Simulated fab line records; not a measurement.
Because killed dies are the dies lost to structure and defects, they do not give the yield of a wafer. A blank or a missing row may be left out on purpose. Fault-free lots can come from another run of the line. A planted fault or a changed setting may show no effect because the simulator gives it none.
fab line records | flow gf180mcu | part 1 of 2: steps 1 to 26 of 34
record lots=5 | wafers=15 | last-day=34
route steps=602 shown M5@530 V5@540
lots with no fault: from the same line, run without faults
start-h: start of the lot's first displayed wafer, in hours after the record's first day | wait-h: hours since the lot's step before | " repeats the value in the row above | L1.1+2: a single row standing in for several wafers | - either no value or no given start | * or withheld: withheld | < > ~ a bound
route shown NAME@n: NAME is a module with steps in the file, n the number in the route of the first one | usual: the fault-free wafers' mean and standard deviation | same: alike in all rows | chamber/n: place in a boat | sites: each site's reading | _std_site: how widely they spread, as a standard deviation | _edge_site: inner sites' mean taken away from outer sites' mean | radius-mm: how far each site lies from the wafer's centre | mask NAME#n: copy n | behind: the last tool/chamber to shape the wafer | hold: reason for holding the lot/hours on hold/outcome of the hold | device: names the non-switching transistor (n, p or np) | end of line: tests of these same wafers at the route's end | for a step that has no rows: nothing shown but its recipe | killed: count of dies lost to structure and defects at first sort (not the wafer's yield) | map: shows each die of a wafer: x if killed, . if not, _ if none is there
set.NAME: the setting the step ran with; set.NAME@STEP: the setting that earlier step ran with | model.NAME: the simulator's own value behind a step, which no gauge read
certain route steps with their lots: each step a table, each wafer a row
services: when a tool's chamber went out of use (start-h, in hours from the record's first day, below 0 if earlier), for how many hours, and the reason
## steps
# step GF_M5_EXPOSE_04
# recipe mask-id=Metal5 | target-cd-nm=280 | na=0.68 | source-shape=conventional | sigma-outer=0.6 | dose-mj=28
lot.wafer  | tool           | chamber | start-h | wait-h | mask
L081.2+4+5 | krf-scanner-01 | 0       | -       | -      | Metal5#0
L083.1+3+5 | krf-scanner-02 | 0       | -       | -      | Metal5#0
L085.1+2+3 | krf-scanner-02 | 0       | -       | -      | Metal5#0
L090.2+3+5 | krf-scanner-02 | 0       | -       | -      | Metal5#0
L095.4+5+6 | krf-scanner-02 | 0       | -       | -      | Metal5#0
# step GF_M5_PEB_05
# recipe peb-temp-c=135 | peb-time-s=90 | resist=KrF
# usual resist-line-temp-C=22.98/0.12
lot.wafer | tool           | chamber | start-h | wait-h | resist-line-temp-C
L081.2    | litho-track-04 | 0       | -       | -      | 23.00
L081.4    | "              | 0       | "       | "      | 22.96
L081.5    | "              | 0       | "       | "      | 23.05
L083.1    | litho-track-04 | 0       | -       | -      | 23.10
L083.3    | "              | 0       | "       | "      | 22.85
L083.5    | "              | 0       | "       | "      | 23.05
L085.1    | litho-track-03 | 0       | -       | -      | 22.92
L085.2    | "              | 0       | "       | "      | 22.95
L085.3    | "              | 0       | "       | "      | 22.99
L090.2    | litho-track-02 | 0       | -       | -      | 22.98
L090.3    | "              | 0       | "       | "      | 22.99
L090.5    | "              | 0       | "       | "      | 22.93
L095.4    | litho-track-03 | 0       | -       | -      | 23.08
L095.5    | "              | 0       | "       | "      | 23.05
L095.6    | "              | 0       | "       | "      | 23.11
# step GF_M5_DEVELOP_06
# recipe develop-time-s=60 | dev-temp-c=21
# usual resist-line-temp-C=23.03/0.1
# same develop-time-s=60
lot.wafer | tool           | chamber | start-h | wait-h | resist-line-temp-C
L081.2    | litho-track-04 | 0       | 675.91  | 0.2    | 23.01
L081.4    | "              | 0       | "       | "      | 22.98
L081.5    | "              | 0       | "       | "      | 22.89
L083.1    | litho-track-04 | 0       | 689.78  | 0.2    | 22.94
L083.3    | "              | 0       | "       | "      | 23.00
L083.5    | "              | 0       | "       | "      | 23.11
L085.1    | litho-track-03 | 0       | 699.23  | 0.2    | 23.25
L085.2    | "              | 0       | "       | "      | 23.19
L085.3    | "              | 0       | "       | "      | 23.12
L090.2    | litho-track-02 | 0       | 730.98  | 0.2    | 23.07
L090.3    | "              | 0       | "       | "      | 23.15
L090.5    | "              | 0       | "       | "      | 22.98
L095.4    | litho-track-03 | 0       | 759.80  | 0.1    | 23.07
L095.5    | "              | 0       | "       | "      | 23.20
L095.6    | "              | 0       | "       | "      | 23.01
# step GF_M5_CD_MEAS_07
# recipe target-cd-nm=280
# usual cd-nm=279.8/1.3
lot.wafer | tool      | chamber | start-h | wait-h | cd-nm
L081.2    | cd-sem-02 | -       | 676.05  | 0.1    | 280.1
L081.4    | "         | -       | "       | "      | 280.6
L081.5    | "         | -       | "       | "      | 279.8
L083.1    | cd-sem-01 | -       | 689.93  | 0.1    | 277.5
L083.3    | "         | -       | "       | "      | 277.4
L083.5    | "         | -       | "       | "      | 277.9
L085.1    | cd-sem-02 | -       | 699.38  | 0.1    | 281.1
L085.2    | "         | -       | "       | "      | 278.9
L085.3    | "         | -       | "       | "      | 279.7
L090.2    | cd-sem-02 | -       | 731.13  | 0.1    | 281.0
L090.3    | "         | -       | "       | "      | 282.0
L090.5    | "         | -       | "       | "      | 280.4
L095.4    | cd-sem-02 | -       | 759.94  | 0.1    | 282.1
L095.5    | "         | -       | "       | "      | 282.2
L095.6    | "         | -       | "       | "      | 281.8
# step GF_M5_OVL_MEAS_08
# usual M5_OVL=0/4.9
lot.wafer | tool       | chamber | start-h | wait-h | M5_OVL[nm]
L081.2    | overlay-01 | -       | 676.16  | 0.1    | 2
L081.4    | "          | -       | "       | "      | 1
L081.5    | "          | -       | "       | "      | -6
L083.1    | overlay-02 | -       | 690.05  | 0.1    | -2
L083.3    | "          | -       | "       | "      | -3
L083.5    | "          | -       | "       | "      | -8
L085.1    | overlay-01 | -       | 699.50  | 0.1    | -9
L085.2    | "          | -       | "       | "      | -2
L085.3    | "          | -       | "       | "      | -4
L090.2    | overlay-01 | -       | 731.23  | 0.1    | 0
L090.3    | "          | -       | "       | "      | 4
L090.5    | "          | -       | "       | "      | 0
L095.4    | overlay-02 | -       | 760.01  | 0.1    | 3
L095.5    | "          | -       | "       | "      | 1
L095.6    | "          | -       | "       | "      | -1
# step GF_M5_ETCH_09
# recipe chemistry=CF4/O2 | target=Si3N4 | target-depth-nm=52 | source-w=800 | bias-w=150 | pressure-mtorr=150 | cf4-flow-sccm=80 | O2_flow_sccm=10 | time-s=11.6
# usual chamber-pressure-mTorr=149.99/0.12 | drypump-motor-current-A=5.7/0.52 | oes-product-au=0.999/0.014 | throttle-valve-pct=5.970/0.009
lot.wafer | tool        | chamber | start-h | wait-h | chamber-pressure-mTorr | drypump-motor-current-A | oes-product-au | rf-hours-counter-h | throttle-valve-pct
L081.2    | rie-diel-04 | 3       | 676.19  | 0.0    | 150.15                 | 5.3                     | 1.011          | 21                 | 5.972
L081.4    | "           | 1       | "       | "      | 150.16                 | 5.0                     | 1.008          | 19                 | 5.966
L081.5    | "           | 2       | "       | "      | 149.78                 | 6.5                     | 1.013          | -                  | 5.968
L083.1    | rie-diel-02 | 0       | 690.09  | 0.0    | 149.89                 | 5.7                     | 0.986          | 9                  | 5.957
L083.3    | "           | 3       | "       | "      | 150.29                 | 5.8                     | 1.023          | 10                 | 5.968
L083.5    | "           | 1       | "       | "      | 150.12                 | 5.7                     | 0.996          | -                  | 5.990
L085.1    | rie-diel-01 | 2       | 699.53  | 0.0    | 149.88                 | 5.6                     | 0.974          | 8                  | 5.966
L085.2    | "           | 1       | "       | "      | 149.90                 | 5.7                     | 0.995          | 24                 | 5.970
L085.3    | "           | 3       | "       | "      | 149.79                 | 5.7                     | 1.000          | 57                 | 5.979
L090.2    | rie-diel-02 | 3       | 731.26  | 0.0    | 149.85                 | 5.7                     | 1.020          | 12                 | 5.987
L090.3    | "           | 1       | "       | "      | 149.84                 | 5.7                     | 0.996          | 39                 | 5.963
L090.5    | "           | 1       | "       | "      | 150.02                 | 5.7                     | 1.010          | -                  | 5.986
L095.4    | rie-diel-01 | 2       | 760.03  | 0.0    | 149.94                 | 5.5                     | 0.988          | 11                 | 5.966
L095.5    | "           | 3       | "       | "      | 150.00                 | 5.7                     | 0.996          | -                  | 5.985
L095.6    | "           | 0       | "       | "      | 149.99                 | 5.3                     | 0.974          | -                  | 5.960
# step GF_M5_METAL_ETCH_10
# recipe chemistry=Cl2/BCl3 | mask-material=KrF | target-depth-nm=750.8 | stop-on=SiO2 | pressure-mtorr=8 | icp-w=800 | bias-w=140 | Cl2_flow_sccm=80 | bcl3-flow-sccm=40 | time-s=125.1
# usual chamber-pressure-mTorr=8.000/0.0079 | drypump-motor-current-A=5.84/0.28 | oes-product-au=0.990/0.007 | throttle-valve-pct=28.231/0.01
lot.wafer | tool         | chamber | start-h | wait-h | chamber-pressure-mTorr | drypump-motor-current-A | oes-product-au | rf-hours-counter-h | throttle-valve-pct
L081.2    | rie-metal-04 | 1       | 676.21  | 0.0    | 7.992                  | 5.32                    | 0.974          | 3                  | 28.235
L081.4    | "            | 1       | "       | "      | 8.002                  | 5.32                    | 0.987          | -                  | 28.253
L081.5    | "            | 1       | "       | "      | 7.996                  | 5.29                    | 0.975          | -                  | 28.249
L083.1    | rie-metal-04 | 1       | 690.11  | 0.0    | 7.984                  | 5.36                    | 0.975          | 3                  | 28.243
L083.3    | "            | 1       | "       | "      | 8.000                  | 5.32                    | 0.982          | -                  | 28.259
L083.5    | "            | 0       | "       | "      | 8.019                  | 6.10                    | 0.993          | -                  | 28.226
L085.1    | rie-metal-01 | 1       | 699.56  | 0.0    | 8.010                  | 5.84                    | 0.990          | 8                  | 28.209
L085.2    | "            | 0       | "       | "      | 8.000                  | 5.67                    | 0.998          | 0                  | 28.218
L085.3    | "            | 1       | "       | "      | 8.011                  | 5.82                    | 0.990          | -                  | 28.234
L090.2    | rie-metal-01 | 1       | 731.29  | 0.0    | 8.007                  | 5.83                    | 0.991          | 9                  | 28.221
L090.3    | "            | 0       | "       | "      | 8.005                  | 5.70                    | 0.997          | -                  | 28.231
L090.5    | "            | 1       | "       | "      | 7.985                  | 5.80                    | 0.990          | -                  | 28.231
L095.4    | rie-metal-04 | 0       | 760.10  | 0.1    | 8.014                  | 6.12                    | 1.000          | -                  | 28.222
L095.5    | "            | 1       | "       | "      | 8.001                  | 5.32                    | 0.974          | -                  | 28.266
L095.6    | "            | 0       | "       | "      | 8.005                  | 6.11                    | 0.999          | -                  | 28.217
# step GF_M5_STRIP_11
# recipe chemistry=O2/N2 | power-w=1400 | pressure-mtorr=1500 | platen-temp-c=250 | o2-flow-sccm=3000 | n2-flow-sccm=300 | overash-fraction=0.5
# usual chamber-pressure-mTorr=1500.0/1.4 | drypump-motor-current-A=5.6/0.32 | heater-power-w=355/35 | o2-flow-sccm=2999/10 | oes-product-au=0.525/0.0048 | strip-time-to-endpoint-s=7.06/0.059
lot.wafer | tool            | chamber | start-h | wait-h | chamber-pressure-mTorr | drypump-motor-current-A | heater-power-w | o2-flow-sccm | oes-product-au | rf-hours-counter-h | strip-time-to-endpoint-s
L081.2    | plasma-asher-03 | 1       | 676.34  | 0.1    | 1501.4                 | 5.8                     | 382            | 3004         | 0.532          | 58                 | 7.15
L081.4    | "               | 0       | "       | "      | 1500.9                 | 5.8                     | 328            | 2987         | 0.527          | -                  | 7.12
L081.5    | "               | 1       | "       | "      | 1498.8                 | 5.8                     | 384            | 2994         | 0.526          | -                  | 7.18
L083.1    | plasma-asher-02 | 0       | 690.24  | 0.1    | 1500.2                 | 5.0                     | 366            | 3005         | 0.534          | 27                 | 7.15
L083.3    | "               | 0       | "       | "      | 1501.1                 | 5.0                     | 377            | 3004         | 0.530          | -                  | 7.10
L083.5    | "               | 1       | "       | "      | 1500.0                 | 5.8                     | 388            | 2988         | 0.520          | -                  | 7.00
L085.1    | plasma-asher-03 | 0       | 699.69  | 0.1    | 1501.0                 | 5.9                     | 316            | 3003         | 0.534          | 61                 | 7.09
L085.2    | "               | 1       | "       | "      | 1500.4                 | 5.8                     | 373            | 3013         | 0.528          | 61                 | 7.09
L085.3    | "               | 0       | "       | "      | 1500.4                 | 5.9                     | 324            | 2993         | 0.531          | -                  | 7.10
L090.2    | plasma-asher-04 | 1       | 731.41  | 0.1    | 1499.9                 | 5.6                     | 308            | 3017         | 0.518          | 98                 | 6.96
L090.3    | "               | 1       | "       | "      | 1500.3                 | 5.6                     | 297            | 3011         | 0.518          | -                  | 6.99
L090.5    | "               | 0       | "       | "      | 1501.0                 | 5.6                     | 324            | 3005         | 0.529          | -                  | 6.96
L095.4    | plasma-asher-03 | 1       | 760.22  | 0.1    | 1497.9                 | 5.8                     | 379            | 3003         | 0.536          | -                  | 7.01
L095.5    | "               | 0       | "       | "      | 1503.3                 | 5.9                     | 315            | 2987         | 0.528          | -                  | 7.21
L095.6    | "               | 1       | "       | "      | 1500.0                 | 5.8                     | 373            | 3000         | 0.526          | -                  | 7.02
# step GF_M5_STRIP_12
# recipe chemistry=post-etch-residue-remover | time-s=1200 | temp-c=72.5
# usual temp-c=72.49/0.12
lot.wafer | tool         | chamber | start-h | wait-h | temp-c
L081.2    | wet-bench-04 | 0       | 676.44  | 0.1    | 72.62
L081.4    | "            | 0       | "       | "      | 72.52
L081.5    | "            | 0       | "       | "      | 72.83
L083.1    | wet-bench-01 | 3       | 690.34  | 0.1    | 72.56
L083.3    | "            | 3       | "       | "      | 72.36
L083.5    | "            | 3       | "       | "      | 72.27
L085.1    | wet-bench-01 | 0       | 699.79  | 0.1    | 72.53
L085.2    | "            | 0       | "       | "      | 72.52
L085.3    | "            | 0       | "       | "      | 72.48
L090.2    | wet-bench-01 | 3       | 731.51  | 0.1    | 72.45
L090.3    | "            | 3       | "       | "      | 72.49
L090.5    | "            | 3       | "       | "      | 72.49
L095.4    | wet-bench-02 | 1       | 760.28  | 0.0    | 72.55
L095.5    | "            | 1       | "       | "      | 72.55
L095.6    | "            | 1       | "       | "      | 72.54
# step GF_M5_CLEAN_13
# recipe chemistry=DIW | dry=n2-spin
lot.wafer  | tool         | chamber | start-h | wait-h
L081.2+4+5 | wet-bench-01 | 0       | 676.82  | 0.0
L083.1+3+5 | wet-bench-04 | 1       | 690.68  | 0.0
L085.1+2+3 | wet-bench-04 | 2       | 700.13  | 0.0
L090.2+3+5 | wet-bench-04 | 3       | 731.86  | 0.0
L095.4+5+6 | wet-bench-04 | 2       | 760.63  | 0.0
# step GF_V5_CVD_00
# recipe material=SiO2 | target-thk-nm=300 | sigma-open-frac=0.3 | temp-c=400 | time-s=50 | sih4-flow-sccm=60 | pressure-mtorr=6
lot.wafer  | tool      | chamber | start-h | wait-h
L081.2+4+5 | hdpcvd-01 | 1,2,0   | 676.91  | 0.0
L083.1+3+5 | hdpcvd-02 | 0,2,1   | 690.78  | 0.0
L085.1+2+3 | hdpcvd-01 | 1,2,0   | 700.23  | 0.0
L090.2+3+5 | hdpcvd-01 | 0,2,2   | 731.95  | 0.0
L095.4+5+6 | hdpcvd-02 | 2,0,1   | 760.74  | 0.0
# step GF_V5_THK_MEAS_01
# recipe reads=SiO2_of_V5_CVD_00
# usual V5_CVD_00_THK=299/3.3
lot.wafer | tool          | chamber | start-h | wait-h | V5_CVD_00_THK[nm]
L081.2    | film-metro-01 | -       | 676.96  | 0.0    | 298
L081.4    | "             | -       | "       | "      | 300
L081.5    | "             | -       | "       | "      | 299
L083.1    | film-metro-04 | -       | 690.83  | 0.0    | 299
L083.3    | "             | -       | "       | "      | 304
L083.5    | "             | -       | "       | "      | 298
L085.1    | film-metro-04 | -       | 700.27  | 0.0    | 302
L085.2    | "             | -       | "       | "      | 306
L085.3    | "             | -       | "       | "      | 302
L090.2    | film-metro-04 | -       | 732.00  | 0.0    | 301
L090.3    | "             | -       | "       | "      | 299
L090.5    | "             | -       | "       | "      | 300
L095.4    | film-metro-01 | -       | 760.79  | 0.0    | 300
L095.5    | "             | -       | "       | "      | 295
L095.6    | "             | -       | "       | "      | 292
# step GF_V5_CVD_02
# recipe material=SiO2 | target-thk-nm=1450 | precursor=TEOS | temp-c=400 | time-s=163.28 | rf-w=600
# usual heater-power-w=653/95
lot.wafer | tool     | chamber | start-h | wait-h | heater-power-w
L081.2    | pecvd-02 | 1       | 677.01  | 0.0    | 514
L081.4    | "        | 2       | "       | "      | 690
L081.5    | "        | 1       | "       | "      | 568
L083.1    | pecvd-03 | 0       | 690.89  | 0.1    | 636
L083.3    | "        | 1       | "       | "      | 611
L083.5    | "        | 0       | "       | "      | 505
L085.1    | pecvd-01 | 2       | 700.33  | 0.1    | 678
L085.2    | "        | 0       | "       | "      | 814
L085.3    | "        | 1       | "       | "      | 618
L090.2    | pecvd-02 | 0       | 732.05  | 0.0    | 733
L090.3    | "        | 2       | "       | "      | 705
L090.5    | "        | 2       | "       | "      | 567
L095.4    | pecvd-02 | 0       | 760.88  | 0.1    | 640
L095.5    | "        | 1       | "       | "      | 525
L095.6    | "        | 0       | "       | "      | 712
# step GF_V5_THK_MEAS_03
# recipe reads=SiO2_of_V5_CVD_02
# usual V5_CVD_02_THK=1451/21
lot.wafer | tool          | chamber | start-h | wait-h | V5_CVD_02_THK[nm]
L081.2    | film-metro-02 | -       | 677.13  | 0.1    | 1456
L081.4    | "             | -       | "       | "      | 1459
L081.5    | "             | -       | "       | "      | 1462
L083.1    | film-metro-01 | -       | 691.00  | 0.1    | 1453
L083.3    | "             | -       | "       | "      | 1450
L083.5    | "             | -       | "       | "      | 1483
L085.1    | film-metro-01 | -       | 700.44  | 0.1    | 1432
L085.2    | "             | -       | "       | "      | 1408
L085.3    | "             | -       | "       | "      | 1414
L090.2    | film-metro-01 | -       | 732.17  | 0.1    | 1447
L090.3    | "             | -       | "       | "      | 1405
L090.5    | "             | -       | "       | "      | 1430
L095.4    | film-metro-02 | -       | 761.01  | 0.1    | 1471
L095.5    | "             | -       | "       | "      | 1470
L095.6    | "             | -       | "       | "      | 1456
# step GF_V5_CMP_04
# recipe material=SiO2 | down-force-psi=4 | platen-rpm=60 | pad-velocity-m-s=0.94248
# usual motor-current-A=11.4/0.66
lot.wafer | tool   | chamber | start-h | wait-h | motor-current-A
L081.2    | cmp-01 | 2       | 677.18  | 0.0    | 11.5
L081.4    | "      | 1       | "       | "      | 10.8
L081.5    | "      | 2       | "       | "      | 11.8
L083.1    | cmp-02 | 3       | 691.11  | 0.1    | 10.5
L083.3    | "      | 1       | "       | "      | 11.0
L083.5    | "      | 2       | "       | "      | 11.3
L085.3    | cmp-01 | 1       | 700.50  | 0.0    | 10.7
L085.2    | "      | 2       | "       | "      | 12.1
L085.1    | "      | 0       | "       | "      | 13.1
L090.3    | cmp-01 | 3       | 732.22  | 0.0    | 11.9
L090.2    | "      | 2       | "       | "      | 11.2
L090.5    | "      | 0       | "       | "      | 13.4
L095.4    | cmp-02 | 0       | 761.28  | 0.3    | 11.5
L095.6    | "      | 0       | "       | "      | 10.9
L095.5    | "      | 1       | "       | "      | 11.7
# step GF_V5_BOW_MEAS_05
# recipe mode=bow
# usual V5_BOW=137/8.6
lot.wafer | tool          | chamber | start-h | wait-h | V5_BOW[um]
L081.2    | film-metro-04 | -       | 677.50  | 0.3    | 139
L081.4    | "             | -       | "       | "      | 147
L081.5    | "             | -       | "       | "      | 147
L083.1    | film-metro-02 | -       | 691.36  | 0.2    | 119
L083.3    | "             | -       | "       | "      | 123
L083.5    | "             | -       | "       | "      | 120
L085.1    | film-metro-04 | -       | 700.80  | 0.1    | 145
L085.2    | "             | -       | "       | "      | 136
L085.3    | "             | -       | "       | "      | 126
L090.2    | film-metro-02 | -       | 732.54  | 0.1    | 141
L090.3    | "             | -       | "       | "      | 137
L090.5    | "             | -       | "       | "      | 141
L095.4    | film-metro-02 | -       | 761.66  | 0.3    | 149
L095.5    | "             | -       | "       | "      | 155
L095.6    | "             | -       | "       | "      | 154
# step GF_V5_DEHYDRATE_06
# recipe temp-c=200 | time-s=60
# usual resist-line-temp-C=23.01/0.11
lot.wafer | tool           | chamber | start-h | wait-h | resist-line-temp-C
L081.2    | litho-track-03 | 0       | 686.80  | 9.3    | 22.95
L081.4    | "              | 0       | "       | "      | 23.04
L081.5    | "              | 0       | "       | "      | 22.80
L083.1    | litho-track-04 | 0       | 700.38  | 9.0    | 23.11
L083.3    | "              | 0       | "       | "      | 23.13
L083.5    | "              | 0       | "       | "      | 23.11
L085.1    | litho-track-01 | 0       | 709.44  | 8.6    | 22.93
L085.2    | "              | 0       | "       | "      | 23.06
L085.3    | "              | 0       | "       | "      | 23.03
L090.2    | litho-track-03 | 0       | 740.90  | 8.3    | 22.94
L090.3    | "              | 0       | "       | "      | 22.98
L090.5    | "              | 0       | "       | "      | 23.10
L095.4    | litho-track-04 | 0       | 769.16  | 7.5    | 23.13
L095.5    | "              | 0       | "       | "      | 23.14
L095.6    | "              | 0       | "       | "      | 22.99
# step GF_V5_HMDS_07
# recipe prime-time-s=60 | prime-temp-c=120
# usual resist-line-temp-C=23.00/0.13
# same prime-time-s=60
lot.wafer | tool           | chamber | start-h | wait-h | resist-line-temp-C
L081.2    | litho-track-03 | 0       | 686.95  | 0.1    | 23.12
L081.4    | "              | 0       | "       | "      | 22.98
L081.5    | "              | 0       | "       | "      | 23.04
L083.1    | litho-track-04 | 0       | 700.53  | 0.1    | 23.01
L083.3    | "              | 0       | "       | "      | 23.17
L083.5    | "              | 0       | "       | "      | 23.00
L085.1    | litho-track-01 | 0       | 709.59  | 0.1    | 22.94
L085.2    | "              | 0       | "       | "      | 22.76
L085.3    | "              | 0       | "       | "      | 22.80
L090.2    | litho-track-03 | 0       | 741.05  | 0.1    | 22.89
L090.3    | "              | 0       | "       | "      | 23.08
L090.5    | "              | 0       | "       | "      | 23.12
L095.4    | litho-track-04 | 0       | 769.31  | 0.1    | 22.97
L095.5    | "              | 0       | "       | "      | 23.10
L095.6    | "              | 0       | "       | "      | 23.10
# step GF_V5_COAT_08
# recipe resist=BARC | temp-c=withheld | time-s=withheld | spin-rpm=withheld | resist-thk-nm=withheld
# usual resist-line-temp-C=*
lot.wafer | tool           | chamber | start-h | wait-h | resist-line-temp-C
L081.2    | litho-track-03 | 0       | 687.10  | 0.1    | *
L081.4    | "              | 0       | "       | "      | *
L081.5    | "              | 0       | "       | "      | *
L083.1    | litho-track-04 | 0       | 700.68  | 0.1    | *
L083.3    | "              | 0       | "       | "      | *
L083.5    | "              | 0       | "       | "      | *
L085.1    | litho-track-01 | 0       | 709.74  | 0.1    | *
L085.2    | "              | 0       | "       | "      | *
L085.3    | "              | 0       | "       | "      | *
L090.2    | litho-track-03 | 0       | 741.20  | 0.1    | *
L090.3    | "              | 0       | "       | "      | *
L090.5    | "              | 0       | "       | "      | *
L095.4    | litho-track-04 | 0       | 769.46  | 0.1    | *
L095.5    | "              | 0       | "       | "      | *
L095.6    | "              | 0       | "       | "      | *
# step GF_V5_COAT_09
# recipe resist=KrF | spin-rpm=withheld | resist-thk-nm=1000
# usual resist-line-temp-C=22.99/0.1
lot.wafer | tool           | chamber | start-h | wait-h | resist-line-temp-C
L081.2    | litho-track-03 | 0       | -       | -      | 23.11
L081.4    | "              | 0       | "       | "      | 23.02
L081.5    | "              | 0       | "       | "      | 23.01
L083.1    | litho-track-04 | 0       | -       | -      | 23.05
L083.3    | "              | 0       | "       | "      | 23.01
L083.5    | "              | 0       | "       | "      | 23.01
L085.1    | litho-track-01 | 0       | -       | -      | 23.12
L085.2    | "              | 0       | "       | "      | 23.05
L085.3    | "              | 0       | "       | "      | 23.22
L090.2    | litho-track-03 | 0       | -       | -      | 22.75
L090.3    | "              | 0       | "       | "      | 23.02
L090.5    | "              | 0       | "       | "      | 22.91
L095.4    | litho-track-04 | 0       | -       | -      | 22.92
L095.5    | "              | 0       | "       | "      | 22.96
L095.6    | "              | 0       | "       | "      | 22.98
# step GF_V5_SOFTBAKE_10
# recipe temp-c=130 | time-s=60 | resist=KrF
# usual resist-line-temp-C=22.99/0.09
lot.wafer | tool           | chamber | start-h | wait-h | resist-line-temp-C
L081.2    | litho-track-03 | 0       | -       | -      | 22.91
L081.4    | "              | 0       | "       | "      | 22.89
L081.5    | "              | 0       | "       | "      | 22.98
L083.1    | litho-track-04 | 0       | -       | -      | 23.01
L083.3    | "              | 0       | "       | "      | 23.00
L083.5    | "              | 0       | "       | "      | 23.16
L085.1    | litho-track-01 | 0       | -       | -      | 22.82
L085.2    | "              | 0       | "       | "      | 22.90
L085.3    | "              | 0       | "       | "      | 22.90
L090.2    | litho-track-03 | 0       | -       | -      | 23.09
L090.3    | "              | 0       | "       | "      | 23.03
L090.5    | "              | 0       | "       | "      | 23.07
L095.4    | litho-track-04 | 0       | -       | -      | 23.27
L095.5    | "              | 0       | "       | "      | 23.00
L095.6    | "              | 0       | "       | "      | 23.04
# step GF_V5_EXPOSE_11
# recipe mask-id=Via5 | target-cd-nm=260 | na=0.68 | source-shape=conventional | sigma-outer=0.6 | dose-mj=38
lot.wafer  | tool           | chamber | start-h | wait-h | mask
L081.2+4+5 | krf-scanner-01 | 0       | -       | -      | Via5#0
L083.1+3+5 | krf-scanner-01 | 0       | -       | -      | Via5#0
L085.1+2+3 | krf-scanner-01 | 0       | -       | -      | Via5#0
L090.2+3+5 | krf-scanner-02 | 0       | -       | -      | Via5#0
L095.4+5+6 | krf-scanner-02 | 0       | -       | -      | Via5#0
# step GF_V5_PEB_12
# recipe peb-temp-c=135 | peb-time-s=90 | resist=KrF
# usual resist-line-temp-C=23.00/0.096
lot.wafer | tool           | chamber | start-h | wait-h | resist-line-temp-C
L081.2    | litho-track-03 | 0       | -       | -      | 22.97
L081.4    | "              | 0       | "       | "      | 22.92
L081.5    | "              | 0       | "       | "      | 23.06
L083.1    | litho-track-03 | 0       | -       | -      | 22.98
L083.3    | "              | 0       | "       | "      | 23.05
L083.5    | "              | 0       | "       | "      | 22.90
L085.1    | litho-track-01 | 0       | -       | -      | 23.00
L085.2    | "              | 0       | "       | "      | 22.89
L085.3    | "              | 0       | "       | "      | 22.97
L090.2    | litho-track-03 | 0       | -       | -      | 23.04
L090.3    | "              | 0       | "       | "      | 22.91
L090.5    | "              | 0       | "       | "      | 22.94
L095.4    | litho-track-04 | 0       | -       | -      | 23.06
L095.5    | "              | 0       | "       | "      | 22.97
L095.6    | "              | 0       | "       | "      | 23.02
# step GF_V5_DEVELOP_13
# recipe develop-time-s=60 | resist=KrF | dev-temp-c=21
# usual resist-line-temp-C=22.99/0.13
# same develop-time-s=60
lot.wafer | tool           | chamber | start-h | wait-h | resist-line-temp-C
L081.2    | litho-track-03 | 0       | 696.50  | 0.2    | 23.03
L081.4    | "              | 0       | "       | "      | 23.03
L081.5    | "              | 0       | "       | "      | 23.21
L083.1    | litho-track-03 | 0       | 710.18  | 0.2    | 23.10
L083.3    | "              | 0       | "       | "      | 22.99
L083.5    | "              | 0       | "       | "      | 23.15
L085.1    | litho-track-01 | 0       | 718.29  | 0.2    | 22.80
L085.2    | "              | 0       | "       | "      | 22.84
L085.3    | "              | 0       | "       | "      | 22.65
L090.2    | litho-track-03 | 0       | 750.10  | 0.2    | 23.15
L090.3    | "              | 0       | "       | "      | 22.99
L090.5    | "              | 0       | "       | "      | 22.83
L095.4    | litho-track-04 | 0       | 777.51  | 0.1    | 23.04
L095.5    | "              | 0       | "       | "      | 23.17
L095.6    | "              | 0       | "       | "      | 23.13
# step GF_V5_CD_MEAS_14
# recipe target-cd-nm=260
# usual cd-nm=260.3/1.2
lot.wafer | tool      | chamber | start-h | wait-h | cd-nm
L081.2    | cd-sem-02 | -       | 696.65  | 0.1    | 259.7
L081.4    | "         | -       | "       | "      | 261.3
L081.5    | "         | -       | "       | "      | 259.9
L083.1    | cd-sem-01 | -       | 710.33  | 0.1    | 262.0
L083.3    | "         | -       | "       | "      | 261.7
L083.5    | "         | -       | "       | "      | 260.4
L085.1    | cd-sem-01 | -       | 718.44  | 0.1    | 262.5
L085.2    | "         | -       | "       | "      | 261.7
L085.3    | "         | -       | "       | "      | 262.8
L090.2    | cd-sem-01 | -       | 750.25  | 0.1    | 259.2
L090.3    | "         | -       | "       | "      | 259.4
L090.5    | "         | -       | "       | "      | 260.0
L095.4    | cd-sem-01 | -       | 777.64  | 0.1    | 258.8
L095.5    | "         | -       | "       | "      | 259.9
L095.6    | "         | -       | "       | "      | 259.7
# step GF_V5_OVL_MEAS_15
# usual V5_OVL=-4/4.4
lot.wafer | tool       | chamber | start-h | wait-h | V5_OVL[nm]
L081.2    | overlay-01 | -       | 696.75  | 0.1    | -6
L081.4    | "          | -       | "       | "      | -8
L081.5    | "          | -       | "       | "      | -6
L083.1    | overlay-02 | -       | 710.45  | 0.1    | -9
L083.3    | "          | -       | "       | "      | -5
L083.5    | "          | -       | "       | "      | -7
L085.1    | overlay-02 | -       | 718.56  | 0.1    | -5
L085.2    | "          | -       | "       | "      | -8
L085.3    | "          | -       | "       | "      | 0
L090.2    | overlay-02 | -       | 750.35  | 0.1    | -1
L090.3    | "          | -       | "       | "      | -1
L090.5    | "          | -       | "       | "      | -2
L095.4    | overlay-01 | -       | 777.72  | 0.1    | -8
L095.5    | "          | -       | "       | "      | -4
L095.6    | "          | -       | "       | "      | -3
